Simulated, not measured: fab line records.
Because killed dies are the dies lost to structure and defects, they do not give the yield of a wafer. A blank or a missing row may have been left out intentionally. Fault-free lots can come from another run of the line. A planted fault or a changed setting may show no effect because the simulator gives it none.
8D (eight disciplines) problem report, filled in by code :: flow gf180mcu :: the parts of the form that need people (team, actions taken, sign-off) are left out

1. PROBLEM STATEMENT
At GF_STI_WET_ETCH_17, temp c averages 155.59 C over 6 wafers from 2 lots, while fault-free wafers read 159.99 C, standard deviation 0.16. That puts it -28 standard deviations away from the usual mean.
The step: etches Si3N4 in H3PO4, target depth 45 nm, time 514 s.
Earliest sighting: wafer L239.1 on wet bench-02 at day 5 13:17. The record holds 42 wafers of 14 lots with a number at this step. The rule behind "out" and "out of limits": a value lying over 4 standard deviations away from the usual mean. The rest of the wafers with a number are treated as sound.

2. WHAT IT IS, WHAT IT ISN'T
question: which readings at this step
is: temp c, bath guard temp C
is not: -

question: which lots
is: L239, L242
is not: L225, L226, L227, L229, L230, L231, L234, L240, L243, L244, L245, L246

question: which wafers of those lots
is: all that have a number
is not: -

question: read on which tools
is: wet bench-02
is not: wet bench-01, wet bench-04

question: when
is: from day 5 13:17
is not: up to then (21 sound wafers); but 15 sound wafers of L240, L243, L244, L245, L246 came after

3. THE SUSPECTS, EACH WITH WHAT RULES IT OUT
Counting: a tool at any process step up to the reading remains a suspect when it ran all the lots that are out and ran no sound lot after the first of those.
- wet bench-02 at GF_STI_WET_ETCH_17 (etches Si3N4 in H3PO4, target depth 45 nm, time 514 s): kept. Every lot that is out went through it, starting with L239 (day 5 13:17), and after that it ran no sound lot; the last sound lot it ran before then is L231 (day 3 19:49). Out on those wafers are its own readings of bath guard temp C, temp c.
After counting, what remains is wet bench-02 at GF_STI_WET_ETCH_17.

4. THE CAUSE (what the simulator had put in)
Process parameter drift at GF_STI_WET_ETCH_17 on wet bench-02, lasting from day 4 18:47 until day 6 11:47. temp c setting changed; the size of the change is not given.
This tool alone remained once counting was done.

5. THE CHAIN OF EFFECTS, in route order
Rows list readings where the struck wafers' mean (over those with a number) sits beyond 3 standard deviations from the usual. Readings are gone through only where the record gives a usual standard deviation; hours: the median, over the lots, of the time from a lot's start at the first step in this table giving one to that lot's start at this step; sigmas: the change measured in usual standard deviations.
hours: 0
step: GF_STI_WET_ETCH_17
reading: bath guard temp C
usual: 159.9 C
on struck wafers: 155.2
change: -4.7
sigmas: -6.6

hours: 0
step: GF_STI_WET_ETCH_17
reading: temp c
usual: 159.99 C
on struck wafers: 155.59
change: -4.40
sigmas: -28
Its process steps:
- GF_STI_WET_ETCH_17: etches Si3N4 in H3PO4, target depth 45 nm, time 514 s.
At these later measuring or inspecting steps, every struck wafer for which the step has a row has a number for every such reading, and none has moved that far: GF_V2_THK_MEAS_03.

6. WHAT WOULD HAVE CAUGHT IT SOONER
In this record no reading fell out of limits until day 5 13:17, 19 hours after the fault had begun at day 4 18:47.
